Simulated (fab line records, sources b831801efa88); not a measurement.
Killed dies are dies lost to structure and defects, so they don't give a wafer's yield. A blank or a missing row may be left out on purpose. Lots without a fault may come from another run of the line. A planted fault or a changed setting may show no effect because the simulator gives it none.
Chamber matching | flow gf180mcu | GF_V5_CMP_26 on cmp-02: 4 sister chambers
The step polishes, stops on SiO2, t overpolish 15 s, target thk 0 nm. 8 wafers are shown with their chamber, then 7 later ones without.

WAFERS WITH THEIR CHAMBER
wafer  | chamber | motor_current_A (A) | retaining_ring_pressure_frac
L256.2 | 0       | 13.2                | 1.001
L256.3 | 3       | 11.0                | 1.002
L256.4 | 1       | 10.7                | 0.994
L257.3 | 3       | 11.1                | 1.000
L257.4 | 2       | 10.5                | 0.989
L257.6 | 1       | 10.0                | 1.010
L261.1 | 0       | 13.6                | 1.000
L261.3 | 2       | 9.5                 | 0.993

WAFERS WITHOUT THEIR CHAMBER
wafer  | motor_current_A (A) | retaining_ring_pressure_frac
L261.6 | 9.9                 | 0.994
L272.2 | 10.3                | 0.993
L272.3 | 12.9                | 0.996
L272.6 | 10.1                | 0.999
L273.2 | 10.7                | 1.003
L273.3 | 13.5                | 1.005
L273.6 | 10.6                | 1.010

WHICH CHAMBER EACH WENT THROUGH
wafer  | from the rows above          | in truth
L261.6 | can't be placed: 2 or 1      | 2
L272.2 | can't be placed: 2 or 1 or 3 | 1
L272.3 | 0                            | 0
L272.6 | can't be placed: 1 or 2 or 3 | 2
L273.2 | can't be placed: 1 or 3 or 2 | 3
L273.3 | 0                            | 0
L273.6 | can't be placed: 1 or 3      | 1
Placed correctly: 2 of 7. Can't be placed from these rows: 5 (the true chamber is among the candidates in 5). Placed wrongly: 0.
How it was worked out, from the rows above alone: a wafer's distance from a chamber is the root of the sum, over the readings, of the square of ((its reading less the chamber's mean) divided by the reading's scatter). The wafer belongs to the nearest chamber; if the next one is less than 2 further off, it can't be placed. A chamber's mean is the mean of its shown wafers. The scatter: the root of (the sum of the squares of (reading less its chamber's mean) over the shown wafers, divided by (wafers less chambers)).
